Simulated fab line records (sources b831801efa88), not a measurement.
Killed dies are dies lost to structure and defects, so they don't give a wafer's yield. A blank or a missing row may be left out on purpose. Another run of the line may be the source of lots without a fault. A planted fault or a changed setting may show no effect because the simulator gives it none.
Which tool was responsible? -- flow sky130 -- 6 lots, 18 wafers sampled, at 2 steps of a route of 708

WHAT THE GAUGES SHOWED, per wafer
SKY_PWDE_TW_MEAS_10.
lot,measured,on,PWDE_TW
L333,day 4 11:06,filmMetro-01,378 379 379
L337,day 5 07:01,filmMetro-04,375 374 373
L341,day 6 05:52,filmMetro-03,380 380 379
L347,day 7 21:52,filmMetro-01,377 377 377
L350,day 8 07:43,filmMetro-03,381 381 381
L353,day 9 19:03,filmMetro-03,381 385 382

EACH LOT AND THE TOOL THAT RAN IT (in order: tool; ch and the chambers of the sampled wafers; start)
lot,SKY_PWDE_STRIP_09
L333,"plasmaAsher-04 ch 0,1, day 4 11:00"
L337,"plasmaAsher-04 ch 0,1, day 5 06:55"
L341,"plasmaAsher-03 ch 1, day 6 05:46"
L347,"plasmaAsher-01 ch 0,1, day 7 21:45"
L350,"plasmaAsher-04 ch 1, day 8 07:36"
L353,"plasmaAsher-01 ch 0,1, day 9 18:57"
- SKY_PWDE_STRIP_09: strips in O2/N2.

THE ANSWER, worked out from the rows above alone
Rule: the lots themselves supply what counts as usual. Put in order of their means at a reading, lots are off if they are a third of the lots or fewer, leave a main group of 4 or more, and stand apart from it by a gap of 3 or more times the standard deviation of the main group's means; of several such gaps the widest counts. If all means in a main group match to the digits the tables above print for the reading, that group is not used. Also off: a lot with no number at a reading for which 4 or more lots have one. All remaining lots with rows at the step are treated as sound.
Nothing can be told from this: no lot is off at any reading shown.

WHAT WAS PUT IN BY THE SIMULATOR
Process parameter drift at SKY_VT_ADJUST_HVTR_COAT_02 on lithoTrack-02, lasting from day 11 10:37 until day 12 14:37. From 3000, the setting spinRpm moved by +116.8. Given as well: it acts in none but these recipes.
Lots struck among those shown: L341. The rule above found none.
